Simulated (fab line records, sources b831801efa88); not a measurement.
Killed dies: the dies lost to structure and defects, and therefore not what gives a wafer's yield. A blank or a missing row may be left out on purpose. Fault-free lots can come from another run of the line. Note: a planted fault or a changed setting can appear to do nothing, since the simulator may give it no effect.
Comparing a struck lot with a sound one    flow sky130    43 steps out of a route of 708
Sound: wafers L456.2, L456.4, L456.6. Wafers struck: L469.1, L469.2, L469.5. The cause is given at the end.
Order at every step that has rows: each side's tool, ch and its chambers, its first start. Under that, the readings that differ: sound wafers    struck wafers    difference of the means    sigmas: that difference in standard deviations of wafers without a fault.
alike: a reading whose means differ by less than 2 such deviations, as well as words and numbers matching on both sides. not compared: withheld readings; readings where some wafer has no value; bounds like >300 that might hide an equal value; numbers whose values overlap and for which the record gives no deviation.
A row with sigmas, a row that says differs or no value, or rows on one side alone: a step with any of these is where the two part. Non-overlapping numbers with no deviation appear without sigmas and do not part them. A reading missing from all wafers of one side parts the sides only when that side holds two or more wafers.

first, 4 steps without rows for these wafers: SKY_METAL3_SOFTBAKE_09 (time 90 s); SKY_METAL3_EXPOSE_10 (exposes mask MM3, target cd 300 nm); SKY_METAL3_PEB_11; SKY_METAL3_DEVELOP_12 (develop time 60 s).
SKY_METAL3_CD_MEAS_13: target cd 300 nm.
  sound on cdSem-02, day 41 04:49; struck on cdSem-02, day 44 09:16
  alike: cdNm
SKY_METAL3_OVL_MEAS_14:
  sound on overlay-02, day 41 04:55; struck on overlay-01, day 44 09:23
  alike: METAL3_OVL
SKY_METAL3_DESCUM_15: chemistry O2, time 8 s.
  sound on rieMetal-04 ch 1, day 41 04:56; struck on rieMetal-01 ch 0,1, day 44 09:26
  alike: drypumpMotorCurrentA, oesProductAu
  not compared: rfHoursCounterH
SKY_METAL3_ETCH_16: etches BARC in N2/H2, stops on SiO2, time 88.2 s, target depth 60 nm.
  sound on rieMetal-04 ch 1, day 41 04:58; struck on rieMetal-01 ch 0,1, day 44 09:28
  alike: drypumpMotorCurrentA, oesProductAu, throttleValvePct
  not compared: rfHoursCounterH
then, 4 steps without rows for these wafers: SKY_METAL3_ETCH_17 (etches SiO2 in C4F8/O2/Ar, stops on TiN, time 3.9 s, target depth 15 nm); SKY_METAL3_METAL_ETCH_18 (etches the open film in Cl2/BCl3, stops on SiO2, target depth 845 nm, time 183.1 s); SKY_METAL3_STRIP_19 (strips in O2/N2); SKY_METAL3_STRIP_20 (strips in post etch residue remover, time 1200 s).
SKY_METAL3_CLEAN_21: cleans in IPA, time 180 s.
  sound on wetBench-01 ch 3, day 41 05:43; struck on wetBench-01 ch 0, day 44 10:11
then, 2 steps without rows for these wafers: SKY_METAL3_CLEAN_22 (cleans in O3/DIW); SKY_VIA3_HDPCVD_00 (deposits SiO2, target thk 1635 nm, time 272.5 s).
SKY_VIA3_THK_MEAS_01:
  sound on filmMetro-02, day 41 06:02; struck on filmMetro-01, day 44 10:31
  alike: VIA3_HDPCVD_THK
then, 1 step without rows for these wafers: SKY_VIA3_CMP_02 (polishes SiO2).
SKY_VIA3_BOW_MEAS_03:
  sound on filmMetro-02, day 41 06:25; struck on filmMetro-01, day 44 10:52
  alike: VIA3_BOW
then, 8 steps without rows for these wafers: SKY_VIA3_DEHYDRATE_04 (time 60 s); SKY_VIA3_HMDS_05 (prime time 60 s); SKY_VIA3_COAT_06 (resist thk 60 nm); SKY_VIA3_COAT_07 (resist thk 450 nm); SKY_VIA3_SOFTBAKE_08 (time 90 s); SKY_VIA3_EXPOSE_09 (exposes mask VIM3, target cd 200 nm); SKY_VIA3_PEB_10; SKY_VIA3_DEVELOP_11 (develop time 60 s).
SKY_VIA3_CD_MEAS_12: target cd 200 nm.
  sound on cdSem-01, day 42 07:13; struck on cdSem-01, day 45 08:39
  alike: cdNm
SKY_VIA3_OVL_MEAS_13:
  sound on overlay-02, day 42 07:20; struck on overlay-02, day 45 08:46
  alike: VIA3_OVL
SKY_VIA3_ETCH_14: etches BARC in N2/H2, stops on SiO2, time 45.9 s, target depth 60 nm.
  sound on rieDiel-02 ch 1,3, day 42 07:22; struck on rieDiel-02 ch 0,2,3, day 45 08:49
  alike: drypumpMotorCurrentA, oesProductAu, throttleValvePct
  not compared: rfHoursCounterH
SKY_VIA3_ETCH_15: etches SiO2 in C4F8/O2/Ar, stops on TiN, target depth 507 nm, time 78 s.
  sound on rieDiel-02 ch 1,3, day 42 07:24; struck on rieDiel-02 ch 0,2,3, day 45 08:51
  alike: oesProductAu
  not compared: rfHoursCounterH
then, 4 steps without rows for these wafers: SKY_VIA3_STRIP_16 (strips in O2/N2); SKY_VIA3_STRIP_17 (strips in post etch residue remover, time 1200 s); SKY_VIA3_CLEAN_18 (cleans in IPA, time 180 s); SKY_VIA3_CLEAN_19 (cleans in O3/DIW).
SKY_VIA3_SPUTTER_20: material TiN, target thk 20 nm, time 80 s.
  sound on pvdSputter-03, day 42 08:07; struck on pvdSputter-03, day 45 09:33
  alike: throttleValvePct
then, 1 step without rows for these wafers: SKY_VIA3_CVD_21 (deposits W, target thk 390 nm, time 117.31 s).
SKY_VIA3_RS_MEAS_22: measures by four-point-probe.
  sound on filmMetro-03, day 42 08:19; struck on filmMetro-02, day 45 09:44
  alike: VIA3_W_RS
SKY_VIA3_THK_MEAS_23: measures by xrf.
  sound on filmMetro-03, day 42 08:25; struck on filmMetro-02, day 45 09:51
  alike: VIA3_W_THK
then, 4 steps without rows for these wafers: SKY_VIA3_CMP_24 (polishes, stops on SiO2, t overpolish 20 s, target thk 0 nm); SKY_METAL4_SPUTTER_00 (material Ti, target thk 15 nm, time 10 s); SKY_METAL4_SPUTTER_01 (material TiN, target thk 20 nm, time 16.7 s); SKY_METAL4_SPUTTER_02 (material AlCu, target thk 735 nm, time 39.1 s).
-- the record jumps here: 5 days lie between the struck wafers' starts before and after (it left off in module METAL4 and takes up again in module PAD_OPEN, whose first step shown is number 708 of the route) --
SKY_PAD_OPEN_PROBE_99:
  sound on prober-02, day 48 00:23; struck on prober-01, day 50 13:11
reading                                sound               struck             difference  sigmas
defectLimitedYield (%)                 83.3 80.1 80.3      76.6 75.0 74.8     -5.8        -3
killed_at_M0_to_M3                     45 53 49            82 84 82           +34         +4
killedDies                             82 98 97            115 123 124        +28         +3
sort_bin_3_pad_short (%)               1.0 0.4 1.0         2.0 2.8 2.2        +1.5        +3
sort_bin_5_function (%)                9.6 13.0 12.8       15.2 15.2 16.3     +3.8        +3
sortNPass                              410 394 395         377 369 368        -28         -3
sortYieldPct (%)                       83.3 80.1 80.3      76.6 75.0 74.8     -5.8        -3
model.etest.tester.sortNPass           410 394 395         377 369 368        -28         
model.etest.tester.sortYieldPct (%)    83.33 80.08 80.28   76.63 75 74.8      -5.75       
model.etest.tester.sort_bin_5_pct (%)  9.553 13.01 12.8    15.24 15.24 16.26  +3.79       
model.etest.tester.sort_bin_3_pct (%)  1.016 0.4065 1.016  2.033 2.846 2.236  +1.559      
  alike: killed_at_M4_up, killedAtContacts, killedAtFrontEnd, killedAtOther, killedOpen, killedShort, sort_bin_6_memory

== WHERE THEY PART ==
Only at SKY_PAD_OPEN_PROBE_99, as far as this record shows.

WHY: what the simulator had put in
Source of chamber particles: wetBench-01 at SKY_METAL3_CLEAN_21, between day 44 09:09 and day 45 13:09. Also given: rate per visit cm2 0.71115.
